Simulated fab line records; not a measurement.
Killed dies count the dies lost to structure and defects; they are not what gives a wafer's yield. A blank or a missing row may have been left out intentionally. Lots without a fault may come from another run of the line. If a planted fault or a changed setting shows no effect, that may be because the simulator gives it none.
What tool caused it? | flow sky130 | 14 lots with 42 wafers sampled at 6 steps, on a route of 708 steps

WHAT EACH GAUGE READ, for each wafer
SKY_NWELL_TW_MEAS_15.
lot  | measured     | on            | NWELL_TW
L222 | day 4 21:13  | film-metro-03 | 1827 1814 1812
L223 | day 5 03:19  | film-metro-01 | 1807 1809 1801
L229 | day 6 13:01  | film-metro-01 | 1796 1793 1803
L230 | day 6 18:04  | film-metro-01 | 1807 1803 1806
L234 | day 7 19:19  | film-metro-03 | 1825 1813 1824
L235 | day 8 00:15  | film-metro-03 | 1823 1817 1819
L236 | day 8 03:55  | film-metro-01 | 1808 1806 1801
L237 | day 8 13:54  | film-metro-01 | 1800 1812 1812
L238 | day 8 19:40  | film-metro-04 | 1826 1825 1823
L239 | day 9 02:09  | film-metro-04 | 1827 1833 1825
L240 | day 9 06:43  | film-metro-03 | 1823 1824 1815
L241 | day 9 15:42  | film-metro-04 | 1826 1833 1832
L242 | day 9 19:49  | film-metro-03 | 1815 1825 1806
L244 | day 10 06:36 | film-metro-04 | 1838 1825 1839

SKY_VT_ADJUST_LVTN_TW_MEAS_21.
lot  | measured     | on            | VT_ADJUST_LVTN_2_TW
L222 | day 8 02:12  | film-metro-01 | 186.8 187.1 186.8
L223 | day 8 09:25  | film-metro-02 | 185.9 187.3 186.1
L229 | day 10 00:10 | film-metro-02 | 186.1 186.3 185.8
L230 | day 10 05:51 | film-metro-02 | 186.4 186.9 186.7
L234 | day 11 12:57 | film-metro-01 | 188.1 187.5 187.0
L235 | day 11 16:28 | film-metro-04 | 187.9 189.8 188.6
L236 | day 11 19:59 | film-metro-04 | 189.1 188.2 187.9
L237 | day 12 08:06 | film-metro-02 | 186.0 187.4 186.9
L238 | day 12 15:46 | film-metro-04 | 189.6 188.7 188.6
L239 | day 12 23:36 | film-metro-01 | 185.9 186.5 186.3
L240 | day 13 02:28 | film-metro-01 | 189.2 187.7 187.2
L241 | day 13 14:30 | film-metro-01 | 188.4 187.3 189.3
L242 | day 13 19:58 | film-metro-01 | 188.9 188.6 187.5
L244 | day 14 09:09 | film-metro-04 | 187.8 188.1 187.5

SKY_VT_ADJUST_HVTR_TW_MEAS_11.
lot  | measured     | on            | VT_ADJUST_HVTR_TW
L222 | day 9 19:56  | film-metro-01 | 208.5 209.6 208.4
L223 | day 10 04:35 | film-metro-04 | 212.8 213.0 213.9
L229 | day 11 23:29 | film-metro-01 | 29.9 29.6 29.8
L230 | day 12 05:35 | film-metro-01 | 29.8 29.8 29.8
L234 | day 13 13:40 | film-metro-04 | 211.7 212.6 211.3
L235 | day 13 18:58 | film-metro-01 | 210.6 211.2 212.3
L236 | day 13 22:10 | film-metro-01 | 210.8 210.0 209.9
L237 | day 14 12:16 | film-metro-03 | 211.9 210.6 210.6
L238 | day 14 19:44 | film-metro-01 | 209.0 207.4 207.9
L239 | day 15 04:46 | film-metro-01 | 208.7 210.0 208.6
L240 | day 15 07:47 | film-metro-04 | 212.8 213.3 211.1
L241 | day 15 20:37 | film-metro-03 | 210.4 210.1 210.5
L242 | day 16 02:23 | film-metro-04 | 214.3 212.8 212.3
L244 | day 16 15:43 | film-metro-04 | 212.1 213.3 213.9

SKY_SONOS_ONO_THK_MEAS_01.
lot  | measured     | on            | SONOS_ONO_OXIDATION_THK (nm)
L222 | day 11 22:55 | film-metro-03 | 2.62 2.63 2.65
L223 | day 12 06:31 | film-metro-04 | 2.64 2.59 2.68
L229 | day 14 03:51 | film-metro-03 | 2.68 2.54 2.63
L230 | day 14 10:59 | film-metro-03 | 2.59 2.61 2.63
L234 | day 15 22:41 | film-metro-03 | 2.70 2.62 2.68
L235 | day 16 02:59 | film-metro-02 | 2.63 2.56 2.63
L236 | day 16 08:54 | film-metro-04 | 2.59 2.70 2.64
L237 | day 16 23:01 | film-metro-04 | 2.55 2.69 2.68
L238 | day 17 06:28 | film-metro-03 | 2.75 2.65 2.68
L239 | day 17 16:15 | film-metro-02 | 2.61 2.59 2.66
L240 | day 17 20:09 | film-metro-02 | 2.57 2.58 2.58
L241 | day 18 09:10 | film-metro-02 | 2.56 2.58 2.60
L242 | day 18 18:13 | film-metro-02 | 2.59 2.57 2.64
L244 | day 19 07:23 | film-metro-02 | 2.51 2.49 2.49

WHICH TOOL RAN EACH LOT (tool, then ch and the chambers of the sampled wafers, then the start)
lot  | SKY_VT_ADJUST_NCORE_STRIP_10         | SKY_VT_ADJUST_HVTR_STRIP_10
L222 | plasma-asher-02 ch 0,1, day 8 22:49  | plasma-asher-04 ch 0,1, day 9 19:49
L223 | plasma-asher-02 ch 0,1, day 9 06:34  | plasma-asher-01 ch 0,1, day 10 04:28
L229 | plasma-asher-03 ch 0,1, day 10 23:25 | plasma-asher-01 ch 0,1, day 11 23:22
L230 | plasma-asher-02 ch 0,1, day 11 05:34 | plasma-asher-04 ch 0,1, day 12 05:28
L234 | plasma-asher-02 ch 0,1, day 12 12:43 | plasma-asher-04 ch 0, day 13 13:34
L235 | plasma-asher-02 ch 0,1, day 12 16:58 | plasma-asher-01 ch 0,1, day 13 18:52
L236 | plasma-asher-03 ch 0,1, day 12 20:01 | plasma-asher-01 ch 0,1, day 13 22:04
L237 | plasma-asher-02 ch 0,1, day 13 09:34 | plasma-asher-01 ch 0,1, day 14 12:10
L238 | plasma-asher-04 ch 0,1, day 13 16:40 | plasma-asher-03 ch 0,1, day 14 19:37
L239 | plasma-asher-02 ch 0,1, day 14 01:28 | plasma-asher-03 ch 1, day 15 04:40
L240 | plasma-asher-04 ch 0,1, day 14 04:39 | plasma-asher-04 ch 0,1, day 15 07:43
L241 | plasma-asher-03 ch 0,1, day 14 17:04 | plasma-asher-01 ch 0,1, day 15 20:31
L242 | plasma-asher-02 ch 0,1, day 14 22:52 | plasma-asher-04 ch 0,1, day 16 02:16
L244 | plasma-asher-03 ch 0,1, day 15 11:40 | plasma-asher-01 ch 0,1, day 16 15:37
- SKY_VT_ADJUST_NCORE_STRIP_10: strips in O2/N2.
- SKY_VT_ADJUST_HVTR_STRIP_10: strips in O2/N2.

AS READ BY THE TOOLS THEMSELVES (means over the sampled wafers that have a number; for cases with no such wafer, the mark the record gives instead)
SKY_VT_ADJUST_NCORE_STRIP_10.
lot  | tool            | chamber-pressure-mTorr (mTorr) | drypump-motor-current-A (A) | oes-product-au (a.u.) | strip-time-to-endpoint-s (s)
L222 | plasma-asher-02 | 1501.3                         | 5.6                         | 0.719                 | 14.17
L223 | plasma-asher-02 | 1500.0                         | 5.2                         | 0.713                 | 14.17
L229 | plasma-asher-03 | -                              | -                           | -                     | -
L230 | plasma-asher-02 | -                              | -                           | -                     | -
L234 | plasma-asher-02 | 1500.2                         | 5.2                         | 0.717                 | 14.27
L235 | plasma-asher-02 | 1501.1                         | 5.5                         | 0.715                 | 14.25
L236 | plasma-asher-03 | 1499.5                         | 5.7                         | 0.714                 | 14.18
L237 | plasma-asher-02 | 1500.0                         | 5.5                         | 0.722                 | 14.18
L238 | plasma-asher-04 | 1499.7                         | 6.0                         | 0.717                 | 14.22
L239 | plasma-asher-02 | 1499.2                         | 5.5                         | 0.715                 | 14.22
L240 | plasma-asher-04 | 1499.2                         | 6.1                         | 0.717                 | 14.12
L241 | plasma-asher-03 | 1500.6                         | 5.7                         | 0.713                 | 14.15
L242 | plasma-asher-02 | 1499.6                         | 5.5                         | 0.717                 | 14.20
L244 | plasma-asher-03 | 1500.4                         | 5.7                         | 0.719                 | 14.15

SKY_VT_ADJUST_HVTR_STRIP_10.
lot  | tool            | chamber-pressure-mTorr (mTorr) | drypump-motor-current-A (A) | oes-product-au (a.u.) | strip-time-to-endpoint-s (s)
L222 | plasma-asher-04 | 1500.2                         | 6.0                         | 0.718                 | 14.18
L223 | plasma-asher-01 | 1501.0                         | 5.7                         | 0.714                 | 14.16
L229 | plasma-asher-01 | 1500.1                         | 6.0                         | 0.722                 | 31.28
L230 | plasma-asher-04 | 1501.3                         | 6.1                         | 0.714                 | 31.30
L234 | plasma-asher-04 | 1500.5                         | 6.1                         | 0.713                 | 14.20
L235 | plasma-asher-01 | 1499.4                         | 5.7                         | 0.712                 | 14.20
L236 | plasma-asher-01 | 1499.4                         | 5.7                         | 0.711                 | 14.20
L237 | plasma-asher-01 | 1498.7                         | 5.7                         | 0.714                 | 14.15
L238 | plasma-asher-03 | 1499.6                         | 5.7                         | 0.714                 | 14.21
L239 | plasma-asher-03 | 1499.6                         | 6.0                         | 0.716                 | 14.22
L240 | plasma-asher-04 | 1500.1                         | 6.0                         | 0.712                 | 14.13
L241 | plasma-asher-01 | 1498.2                         | 5.7                         | 0.715                 | 14.20
L242 | plasma-asher-04 | 1500.3                         | 6.0                         | 0.710                 | 14.17
L244 | plasma-asher-01 | 1499.9                         | 6.0                         | 0.717                 | 14.19

THE ANSWER, worked out from the rows above alone
Rule: usual is defined by the lots themselves. The widest of any qualifying gaps counts: lots, ordered by their means at a reading, are off when they make up no more than a third of the lots, leave a main group of 4 or more, and stand apart from it by 3 or more times the standard deviation of that group's means. A main group is skipped when, at the precision printed for the reading in the tables above, its means are all equal. Also off: a lot with no number at a reading for which 4 or more lots have one. Any other lot the step has rows for is counted as sound. First the gauges in route order, then the tools' own readings, where a lot's mean is used as printed above. At the first step where some lot is off, the reading lying furthest off is the one used; lots without a number count as furthest.
Off: at SKY_VT_ADJUST_HVTR_TW_MEAS_11 (VT_ADJUST_HVTR_TW), L229, L230. Mean 211.1 and standard deviation 1.7 in the main group.
A tool fits if, at a process step before that reading, it ran every lot that is off, and no sound lot after the first of them. Not tried: the gauges at SKY_VT_ADJUST_HVTR_TW_MEAS_11; whatever is off there is also off at SKY_VT_ADJUST_NCORE_STRIP_10, on other tools, and gauge error can't account for it. Of those tried, none fits.

WHAT HAD BEEN PUT IN BY THE SIMULATOR
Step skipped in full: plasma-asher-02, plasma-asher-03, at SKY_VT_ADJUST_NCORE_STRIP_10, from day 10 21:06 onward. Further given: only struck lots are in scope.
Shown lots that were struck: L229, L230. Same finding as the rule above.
